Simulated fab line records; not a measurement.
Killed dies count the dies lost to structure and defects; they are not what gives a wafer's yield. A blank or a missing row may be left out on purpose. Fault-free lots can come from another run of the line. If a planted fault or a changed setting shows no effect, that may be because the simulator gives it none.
Struck lot and sound lot, side by side ; flow gf180mcu ; 14 steps out of a route of 602
Sound: wafers L805.3, L805.4, L805.5. Struck: wafers L816.1, L816.2, L816.4. The cause is given at the end.
Per side, at each step with rows, come the tool, then ch with its chambers, and then its first start. Under that, the readings that differ: sound wafers ; struck wafers ; difference of the means ; sigmas: that difference in standard deviations of wafers without a fault.
alike: a reading whose means differ by less than 2 such deviations, as well as words and numbers matching on both sides. not compared: withheld readings; readings where some wafer has no value; bounds like >300 that might hide an equal value; numbers whose values overlap and for which the record gives no deviation.
The two part at a step that has a row with sigmas, a row that says differs or no value, or rows on one side only. Numbers that don't overlap but have no deviation are shown without sigmas and don't part them. Lack of a reading on every wafer of one side parts them only where that side has two or more wafers.

first, 4 steps without rows for these wafers: GF_V4_SOFTBAKE_10 (time 60 s); GF_V4_EXPOSE_11 (exposes mask Via4, target cd 260 nm); GF_V4_PEB_12 (peb time 90 s); GF_V4_DEVELOP_13 (develop time 60 s).
GF_V4_CD_MEAS_14 targets a cd of 260 nm.
  struck on cd_sem-02, day 30 15:35; sound on cd_sem-02, day 27 04:25
  alike: cd_nm
GF_V4_OVL_MEAS_15:
  struck on overlay-01, day 30 15:43; sound on overlay-02, day 27 04:30
  alike: V4_OVL
GF_V4_ETCH_16: etches BARC in N2/H2.
  sound on rie_diel-02 ch 0,1,2, day 27 04:31; struck on rie_diel-02 ch 1,2,3, day 30 15:44
  alike: drypump_motor_current_A, oes_product_au, throttle_valve_pct
GF_V4_ETCH_17: etches SiO2 in C4F8/O2/Ar, stops on TiN, target depth 630 nm.
  sound: rie_diel-02 ch 0,1,2; struck: rie_diel-02 ch 1,2,3
  alike: oes_product_au
GF_V4_STRIP_18: strips in O2/N2.
  sound on plasma_asher-04 ch 0,1, day 27 04:41; struck on plasma_asher-01 ch 0,1, day 30 15:52
  alike: drypump_motor_current_A, heater_power_w, oes_product_au
  not compared: rf_hours_counter_h
then, 2 steps without rows for these wafers: GF_V4_STRIP_19 (strips in post etch residue remover, time 1200 s); GF_V4_CLEAN_20 (cleans in DIW).
GF_V4_SPUTTER_21: material Ti, target thk 15 nm, time 80.02 s.
  struck on pvd_sputter-02, day 30 16:26; sound on pvd_sputter-04, day 27 05:11
  alike: cathode_dc_power_W, chamber_pressure_pa, throttle_valve_pct
GF_V4_SPUTTER_22: material TiN, target thk 10 nm, time 40 s.
  struck on pvd_sputter-02, day 30 16:30; sound on pvd_sputter-04, day 27 05:15
  no value came back on the struck wafers for cathode_dc_power_W (W), chamber_pressure_pa (Pa), throttle_valve_pct (%); on the sound wafers cathode_dc_power_W (W) reads 4000.9 3999.7 4001.7
GF_V4_CVD_23: deposits W, target thk 350 nm, time 104.9 s.
  sound on cvd_w-02 ch 0,1, day 27 05:19; struck on cvd_w-01 ch 0,1, day 30 16:32
  alike: chamber_pressure_Torr, heater_power_w

== WHERE THEY PART ==
Only at GF_V4_SPUTTER_22, as far as this record shows. Later steps at which nothing parts them and some readings are alike: GF_V4_CVD_23.

WHY: what had been put in by the simulator
Entire step skipped (pvd_sputter-02, GF_V4_SPUTTER_22), from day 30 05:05 onward. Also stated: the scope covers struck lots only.
